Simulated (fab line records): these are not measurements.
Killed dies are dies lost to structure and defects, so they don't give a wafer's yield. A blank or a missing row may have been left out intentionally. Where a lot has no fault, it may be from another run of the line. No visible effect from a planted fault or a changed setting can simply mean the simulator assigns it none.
Code-filled problem report in 8D (eight disciplines) form	flow gf180mcu	the parts of the form that need people (team, actions taken, sign-off) are left out

## 1. THE PROBLEM
Mean of oesProductAu at GF_CONTACT_ETCH_17: 0.372 a.u. across 9 wafers in 3 lots; on wafers with no fault it is 0.815 a.u. (standard deviation 0.0051). Measured from the usual mean, that is -87 standard deviations.
The step: etches SiO2 in C4F8/O2/Ar, stops on CoSi2, target depth 860 nm.
The step gives no start for some of these wafers. Wafers with a number at this step in the record: 36, from 12 lots. Rule for "out", or "out of limits": more than 4 standard deviations from the usual mean. The rest of the wafers with a number are treated as sound.

## 2. WHAT IT IS, AND WHAT IT ISN'T
question	is	is not
which readings at this step	oesProductAu	biasW, chamberPressureMTorr
which lots	L519, L520, L521	L504, L506, L508, L509, L513, L514, L524, L525, L526
which wafers of those lots	all that have a number	-
read on which tools	rieDiel-02	rieDiel-01, rieDiel-04

## 3. SUSPECTS, AND WHAT RULES EACH OUT
Counting: any tool at a process step up to the reading is kept as a suspect provided that every lot that is out went through it and no sound lot did after the first of them.
- rieDiel-02 at GF_CONTACT_ETCH_16 (etches BARC in N2/H2): kept. It ran every lot that is out, first L519 (day 21 21:37), and no sound lot after that; its last sound lot up to then is L514 (day 19 14:55).
- rieDiel-02 at GF_CONTACT_ETCH_17 (etches SiO2 in C4F8/O2/Ar, stops on CoSi2, target depth 860 nm): kept. It ran every lot that is out, first L519 (day 21 21:47), and no sound lot after that; its last sound lot up to then is L514 (day 19 15:05). Out on those wafers are its own readings of oesProductAu. GF_CONTACT_ETCH_17: start missing for some lots; hours and lot order therefore follow GF_CONTACT_STRIP_18.
What counting leaves: rieDiel-02 at GF_CONTACT_ETCH_16 and rieDiel-02 at GF_CONTACT_ETCH_17.

## 4. THE CAUSE (what the simulator had put in)
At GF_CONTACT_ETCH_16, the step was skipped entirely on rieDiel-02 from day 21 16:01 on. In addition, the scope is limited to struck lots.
Counting leaves 2 suspects; this tool is one of them.

## 5. THE CHAIN OF EFFECTS, in route order
Rows list readings where the struck wafers' mean (over those with a number) sits beyond 3 standard deviations from the usual. Readings are gone through only where the record gives a usual standard deviation; hours: the median, over the lots, of the time from a lot's start at the first step in this table giving one to that lot's start at this step; sigmas: the change measured in usual standard deviations.
hours	step	reading	usual	on struck wafers	change	sigmas
-	GF_CONTACT_ETCH_17	oesProductAu	0.815 a.u.	0.372	-0.443	-87
0	GF_CONTACT_STRIP_18	oesProductAu	0.579 a.u.	0.596	+0.017	+3.3
271	GF_PASSIVATION_PROBE_99	killedAtContacts	5.8	453.8	+448.0	+99 or more
271	GF_PASSIVATION_PROBE_99	killedDies	47	492	+445	+59
271	GF_PASSIVATION_PROBE_99	killedOnRim	9.1	96.0	+86.9	+30
The process steps in it:
- GF_CONTACT_ETCH_17: etches SiO2 in C4F8/O2/Ar, stops on CoSi2, target depth 860 nm.
- GF_CONTACT_STRIP_18: strips in O2/N2.
- GF_PASSIVATION_PROBE_99
Readings that are blank on the struck wafers while sound wafers have them: biasW at GF_CONTACT_ETCH_16; chamberPressureMTorr at GF_CONTACT_ETCH_16; drypumpMotorCurrentA at GF_CONTACT_ETCH_16; h2FlowSccm at GF_CONTACT_ETCH_16; oesProductAu at GF_CONTACT_ETCH_16; throttleValvePct at GF_CONTACT_ETCH_16.

## 6. WHAT WOULD HAVE CAUGHT IT SOONER
At GF_CONTACT_ETCH_16 the tool's readings are blank on the struck wafers, where sound wafers have them: an empty tool record is the first sign, and it was there at once.
